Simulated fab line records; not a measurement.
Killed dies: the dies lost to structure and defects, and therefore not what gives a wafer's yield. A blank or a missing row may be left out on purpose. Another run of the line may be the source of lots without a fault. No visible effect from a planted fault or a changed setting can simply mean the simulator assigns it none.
Comparing a struck lot with a sound one + flow sky130 + 37 steps out of a route of 708
Sound: the wafers L943.1, L943.2, L943.6. The struck wafers were L959.1, L959.2, L959.4. The cause is given at the end.
For every step that has rows: the tool of each side, followed by ch and its chambers, followed by its first start. Under that, the readings that differ: sound wafers + struck wafers + difference of the means + sigmas: that difference in standard deviations of wafers without a fault.
alike: a reading whose means differ by less than 2 such deviations, as well as words and numbers matching on both sides. not compared: withheld readings; readings where some wafer has no value; bounds like >300 that might hide an equal value; numbers whose values overlap and for which the record gives no deviation.
A row with sigmas, a row that says differs or no value, or rows on one side alone: a step with any of these is where the two part. Numbers that have no deviation but don't overlap get no sigmas and don't part them. Lack of a reading on every wafer of one side parts them only where that side has two or more wafers.

first, 10 steps without rows for these wafers: SKY_LDD_LDN_SOFTBAKE_03 (time 60 s); SKY_LDD_LDN_EXPOSE_04 (exposes mask LDNTM, target cd 700 nm); SKY_LDD_LDN_PEB_05; SKY_LDD_LDN_DEVELOP_06 (develop time 60 s); SKY_LDD_LDN_IMPLANT_08; SKY_LDD_LDN_IMPLANT_09; SKY_LDD_LDN_IMPLANT_10; SKY_LDD_LDN_IMPLANT_11; SKY_LDD_LDN_STRIP_12 (strips in O2/N2); SKY_LDD_LDN_CLEAN_14 (cleans in SC1/SC2, time 150 s).
SKY_SPACER_CVD_00: deposits Si3N4 from DCS/NH3, target thk 43.1 nm, time 740 s.
  sound on lpcvd-02 ch 1, day 22 13:11; struck on lpcvd-02 ch 0, day 28 12:58
| reading                                  | sound             | struck            | difference | sigmas |
|------------------------------------------|-------------------|-------------------|------------|--------|
| spike-tc-bottom-C (C)                    | 789.3 788.8 789.7 | 798.7 800.5 798.3 | +9.9       | +5     |
| spike-tc-centre-C (C)                    | 768.8 770.5 768.9 | 778.4 778.5 778.3 | +9.0       | +8     |
| spike-tc-lower-C (C)                     | 770.0 769.1 768.3 | 778.4 776.8 778.0 | +8.6       | +7     |
| spike-tc-top-C (C)                       | 783 783 780       | 796 795 793       | +13        | +3     |
| spike-tc-upper-C (C)                     | 770.5 772.0 771.0 | 778.7 776.3 778.4 | +6.6       | +7     |
| susceptor-temp-C (C)                     | 770.3 769.9 770.3 | 776.9 777.3 776.7 | +6.8       | +22    |
| zone-power-lower-pct (%)                 | 13.77 14.06 13.92 | 14.14 14.15 14.37 | +0.30      | +2     |
| model.Si3N4_of_SPACER_CVD_00.thk-nm (nm) | 43.96 43.9 43.88  | 49.03 48.77 49.04 | +5.03      |        |
SKY_SPACER_THK_MEAS_01:
  struck on film-metro-01, day 28 14:11; sound on film-metro-01, day 22 14:23
| reading                | sound          | struck         | difference | sigmas |
|------------------------|----------------|----------------|------------|--------|
| SPACER_CVD_00_THK (nm) | 44.0 43.9 43.9 | 49.1 48.8 49.1 | +5.1       | +14    |
SKY_SPACER_ETCHBACK_02: etches Si3N4 in CH3F/O2, stops on SiO2, time 46.7 s, target depth 45 nm.
  sound on rie-diel-01 ch 1,3, day 22 14:27; struck on rie-diel-04 ch 0,1,3, day 28 14:14
| reading                  | sound             | struck            | difference | sigmas |
|--------------------------|-------------------|-------------------|------------|--------|
| oes-product-au (a.u.)    | 0.865 0.862 0.857 | 0.920 0.910 0.912 | +0.053     | +9     |
| model.etch.depth-nm (nm) | 43.96 43.9 43.88  | 49.03 48.77 49.04 | +5.03      |        |
  alike: O2_flow_sccm, drypump-motor-current-A, throttle-valve-pct
  not compared: rf-hours-counter-h
then, 22 steps without rows for these wafers: SKY_POLY_CUT_DEHYDRATE_00 (time 60 s); SKY_POLY_CUT_HMDS_01 (prime time 60 s); SKY_POLY_CUT_COAT_02 (resist thk 60 nm); SKY_POLY_CUT_COAT_03 (resist thk 450 nm); SKY_POLY_CUT_SOFTBAKE_04 (time 90 s); SKY_POLY_CUT_EXPOSE_05 (exposes mask NPCM, target cd 270 nm); SKY_POLY_CUT_PEB_06; SKY_POLY_CUT_DEVELOP_07 (develop time 60 s); SKY_POLY_CUT_ETCH_10 (etches BARC in N2/H2, stops on SiO2, time 45.9 s, target depth 60 nm); SKY_POLY_CUT_ETCH_11 (etches Si3N4 in CF4/CH2F2/Ar, stops on poly-Si, time 42.5 s, target depth 60 nm); SKY_POLY_CUT_STRIP_12 (strips in O2/N2); SKY_SD_P_DEHYDRATE_00 (time 60 s); SKY_SD_P_HMDS_01 (prime time 60 s); SKY_SD_P_COAT_02 (resist thk 1140 nm); SKY_SD_P_SOFTBAKE_03 (time 60 s); SKY_SD_P_EXPOSE_04 (exposes mask PSDM, target cd 380 nm); SKY_SD_P_PEB_05; SKY_SD_P_DEVELOP_06 (develop time 60 s); SKY_SD_P_IMPLANT_09; SKY_SD_P_STRIP_10 (strips in O2/N2); SKY_RES_XHIGH_DEHYDRATE_00 (time 60 s); SKY_RES_XHIGH_HMDS_01 (prime time 60 s).
-- the record jumps here: 5 days lie between the struck wafers' starts before and after (it left off in module RES_XHIGH and takes up again in module SALICIDE, whose first step shown is number 361 of the route) --
SKY_SALICIDE_CLEAN_00: cleans in HF-last, time 30 s.
  sound on wet-bench-04 ch 1, day 27 14:03; struck on wet-bench-02 ch 3, day 33 06:11
| reading                                  | sound             | struck            | difference | sigmas |
|------------------------------------------|-------------------|-------------------|------------|--------|
| model.Si3N4_of_SPACER_CVD_00.thk-nm (nm) | 42.97 42.92 42.88 | 48.07 47.81 48.08 | +5.06      |        |
-- the record jumps here: 16 days lie between the struck wafers' starts before and after (it left off in module SALICIDE and takes up again in module PAD_OPEN, whose first step shown is number 708 of the route) --
SKY_PAD_OPEN_PROBE_99:
  struck on prober-01, day 49 11:42; sound on prober-01, day 45 09:43
| reading                                 | sound                | struck               | difference | sigmas |
|-----------------------------------------|----------------------|----------------------|------------|--------|
| model.etest.pfet_01v8.r-on-ohm-um       | 2912 2945 2899       | 3198 3146 3169       | +252       |        |
| model.etest.nfet-g5v0d10v5.r-on-ohm-um  | 1918 1910 1894       | 1923 1934 1926       | +20        |        |
| model.etest.sonos-uncharged.r-on-ohm-um | 812.4 827.5 810.6    | 842.8 846.8 858.2    | +32.4      |        |
| model.etest.pfet_01v8.drive-ua-um       | 193.6 185.5 194.7    | 173.2 177.4 172.6    | -16.9      |        |
| model.etest.pfet_01v8_hvt.drive-ua-um   | 142.2 139.2 143.4    | 127.5 129.8 127.8    | -13.2      |        |
| model.etest.sram-pfet-latch.drive-ua-um | 140.4 138.3 139.2    | 128.4 127.7 126.2    | -11.9      |        |
| model.etest.ring_1v8.delay-ps           | 21.02 21.82 20.82    | 22.81 22.52 22.98    | +1.55      |        |
| model.etest.pfet_01v8.off-log10-a-um    | -9.907 -10.15 -9.752 | -11.08 -10.79 -11.11 | -1.06      |        |
  alike: killed_at_M0_to_M3, killed_at_M4_up, killed-at-contacts, killed-at-front-end, killed-at-other, killed-dies, killed-open, killed-short

WHERE THEY PART
First at SKY_SPACER_CVD_00; last, within this record, at SKY_SPACER_ETCHBACK_02. Later steps at which nothing parts them and some readings are alike: SKY_PAD_OPEN_PROBE_99.

WHY: what the simulator had put in
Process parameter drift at SKY_SPACER_CVD_00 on lpcvd-02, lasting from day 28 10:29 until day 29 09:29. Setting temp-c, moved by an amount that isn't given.
